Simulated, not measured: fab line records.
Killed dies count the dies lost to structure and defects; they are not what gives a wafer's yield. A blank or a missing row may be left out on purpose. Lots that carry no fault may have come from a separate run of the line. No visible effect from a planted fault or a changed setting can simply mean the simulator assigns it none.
2 desks looking at one fault    flow sky130    each desk holds nothing but its own numbers, with what lay behind them at the end

## DESK OF THE TOOL OWNER: rie_diel-04
The tool's own readings at SKY_FIELD_ISO_ETCH_14 (etches BARC in N2/H2, stops on SiO2, time 45.9 s, target depth 60 nm): means of the sampled wafers that have a number, for each lot that ran on this tool. Any lot whose mean is over 4 standard deviations away from the usual mean is out of limits and marked OUT; that distance is given in the brackets.
Columns: A = bias_w at SKY_FIELD_ISO_ETCH_14, usual 101.9 W; B = drypump_motor_current_A at SKY_FIELD_ISO_ETCH_14, usual 5.8 A; C = oes_product_au at SKY_FIELD_ISO_ETCH_14, usual 0.855 a.u.; D = run_length_s at SKY_FIELD_ISO_ETCH_14, usual 74.2 s; E = throttle_valve_pct at SKY_FIELD_ISO_ETCH_14, usual 13.226 %
lot   first seen here  A      B    C                 D               E
L839  day 2 08:19      101.9  6.1  0.857             74.1            13.224
L844  day 3 07:04      101.8  5.6  0.858             74.0            13.221
L845  day 3 14:32      102.2  5.8  0.855             74.1            13.235
L846  day 4 01:59      102.1  5.8  0.856             74.4            13.224
L858  day 6 08:07      102.0  5.8  0.903 (+8.7) OUT  64.7 (-22) OUT  13.230
This desk's verdict: out of limits on L858, starting with L858 at day 6 08:07 (oes_product_au at SKY_FIELD_ISO_ETCH_14). In limits: L839, L844, L845, L846.

## METROLOGY DESK
Lot by lot, what the gauges showed, no matter which tool ran the lot: averages of those sampled wafers that carry a number. Any lot whose mean is over 4 standard deviations away from the usual mean is out of limits and marked OUT; that distance is given in the brackets.
Columns: A = PWDE_OVL at SKY_PWDE_OVL_MEAS_07, usual -0.8 nm; B = NWELL_00_OVL at SKY_NWELL_OVL_MEAS_10, usual -1.4 nm; C = NWELL_2_TW at SKY_NWELL_TW_MEAS_26, usual 502.7
lot   first seen here  A     B     C
L840  day 4 08:41      -1.8  0.0   502.7
L839  day 4 10:14      -0.9  -1.4  503.7
L842  day 5 00:22      0.4   -1.9  500.7
L843  day 5 06:32      -0.2  -3.7  503.5
L844  day 5 07:11      -0.6  -4.0  503.1
L845  day 5 14:12      0.4   -2.1  501.6
L846  day 5 22:53      -2.4  -1.1  505.7
L849  day 6 07:20      0.5   -0.2  502.4
L850  day 6 14:24      -0.6  -1.4  502.3
L852  day 6 22:19      -1.5  -0.6  502.1
L858  day 8 07:28      -2.8  -2.5  505.8
L860  day 8 19:51      -1.5  -0.4  503.1
L861  day 8 23:31      -0.2  0.1   503.7
Result from this desk: across the 13 lots, nothing is out of limits.

## TAKEN TOGETHER
The tool owner's desk had the chance to raise an alarm at day 6 08:07 on L858.
The metrology desk saw nothing out of limits.
The metrology desk holds a record of L858, inside its limits.
SKY_FIELD_ISO_ETCH_14 was run on rie_diel-04 by each of the lots named.

## WHAT THE SIMULATOR HAD PUT IN
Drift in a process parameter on rie_diel-04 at SKY_FIELD_ISO_ETCH_14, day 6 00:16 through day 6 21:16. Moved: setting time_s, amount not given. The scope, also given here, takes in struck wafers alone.
Struck lots among those shown: L858.
Time in hours from fault onset to the first out-of-limits reading at each desk: the tool owner's desk, 8.
